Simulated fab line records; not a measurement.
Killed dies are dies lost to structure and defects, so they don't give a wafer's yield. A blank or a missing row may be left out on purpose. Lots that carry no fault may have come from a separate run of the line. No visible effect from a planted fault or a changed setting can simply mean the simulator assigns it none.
Matching of chambers || flow gf180mcu || GF_V4_ETCH_16 on rie-diel-04: 4 sister chambers
The step etches BARC in N2/H2. 8 wafers are shown with their chamber, then 12 later ones without.

== WAFERS WITH THEIR CHAMBER ==
{"wafer": "L083.6", "chamber": 3, "drypump-motor-current-A (A)": 4.9, "throttle-valve-pct (%)": 13.196}
{"wafer": "L085.1", "chamber": 3, "drypump-motor-current-A (A)": 4.9, "throttle-valve-pct (%)": 13.239}
{"wafer": "L085.4", "chamber": 2, "drypump-motor-current-A (A)": 5.4, "throttle-valve-pct (%)": 13.232}
{"wafer": "L085.5", "chamber": 2, "drypump-motor-current-A (A)": 5.3, "throttle-valve-pct (%)": 13.233}
{"wafer": "L085.6", "chamber": 1, "drypump-motor-current-A (A)": 5.3, "throttle-valve-pct (%)": 13.221}
{"wafer": "L087.2", "chamber": 1, "drypump-motor-current-A (A)": 5.3, "throttle-valve-pct (%)": 13.214}
{"wafer": "L087.4", "chamber": 0, "drypump-motor-current-A (A)": 5.1, "throttle-valve-pct (%)": 13.227}
{"wafer": "L087.6", "chamber": 0, "drypump-motor-current-A (A)": 5.1, "throttle-valve-pct (%)": 13.235}

== WAFERS WITHOUT THEIR CHAMBER ==
{"wafer": "L090.1", "drypump-motor-current-A (A)": 5.4, "throttle-valve-pct (%)": 13.225}
{"wafer": "L090.4", "drypump-motor-current-A (A)": 5.3, "throttle-valve-pct (%)": 13.203}
{"wafer": "L090.5", "drypump-motor-current-A (A)": 4.9, "throttle-valve-pct (%)": 13.223}
{"wafer": "L093.2", "drypump-motor-current-A (A)": 5.3, "throttle-valve-pct (%)": 13.221}
{"wafer": "L093.3", "drypump-motor-current-A (A)": 5.0, "throttle-valve-pct (%)": 13.237}
{"wafer": "L093.4", "drypump-motor-current-A (A)": 4.9, "throttle-valve-pct (%)": 13.257}
{"wafer": "L097.1", "drypump-motor-current-A (A)": 4.9, "throttle-valve-pct (%)": 13.220}
{"wafer": "L097.2", "drypump-motor-current-A (A)": 5.0, "throttle-valve-pct (%)": 13.233}
{"wafer": "L097.3", "drypump-motor-current-A (A)": 5.4, "throttle-valve-pct (%)": 13.222}
{"wafer": "L097.4", "drypump-motor-current-A (A)": 5.3, "throttle-valve-pct (%)": 13.218}
{"wafer": "L097.5", "drypump-motor-current-A (A)": 5.0, "throttle-valve-pct (%)": 13.229}
{"wafer": "L097.6", "drypump-motor-current-A (A)": 5.3, "throttle-valve-pct (%)": 13.225}

== EACH ONE'S CHAMBER ==
{"wafer": "L090.1", "from the rows above": "can't be placed: 2 or 1", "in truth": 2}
{"wafer": "L090.4", "from the rows above": "can't be placed: 1 or 2", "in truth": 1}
{"wafer": "L090.5", "from the rows above": 3, "in truth": 3}
{"wafer": "L093.2", "from the rows above": "can't be placed: 1 or 2", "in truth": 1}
{"wafer": "L093.3", "from the rows above": "can't be placed: 0 or 3", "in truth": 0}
{"wafer": "L093.4", "from the rows above": 3, "in truth": 3}
{"wafer": "L097.1", "from the rows above": 3, "in truth": 3}
{"wafer": "L097.2", "from the rows above": "can't be placed: 0 or 3", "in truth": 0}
{"wafer": "L097.3", "from the rows above": "can't be placed: 2 or 1", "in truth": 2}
{"wafer": "L097.4", "from the rows above": "can't be placed: 1 or 2", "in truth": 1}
{"wafer": "L097.5", "from the rows above": "can't be placed: 0 or 3", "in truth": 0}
{"wafer": "L097.6", "from the rows above": "can't be placed: 1 or 2", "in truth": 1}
3 of 12 placed correctly. These rows do not allow placing 9 (true chamber among the candidates in 9). Placed wrongly: 0.
How it was worked out, from the rows above alone: a wafer's distance from a chamber is the root of the sum, over the readings, of the square of ((its reading less the chamber's mean) divided by the reading's scatter). If the next closest chamber is less than 2 further off than the closest, the wafer can't be placed; otherwise it belongs to the closest. Each chamber's mean is taken over the wafers shown for it. The scatter: take each reading less its chamber's mean, square it, sum over the shown wafers, divide by the number of wafers less the number of chambers, and take the root.
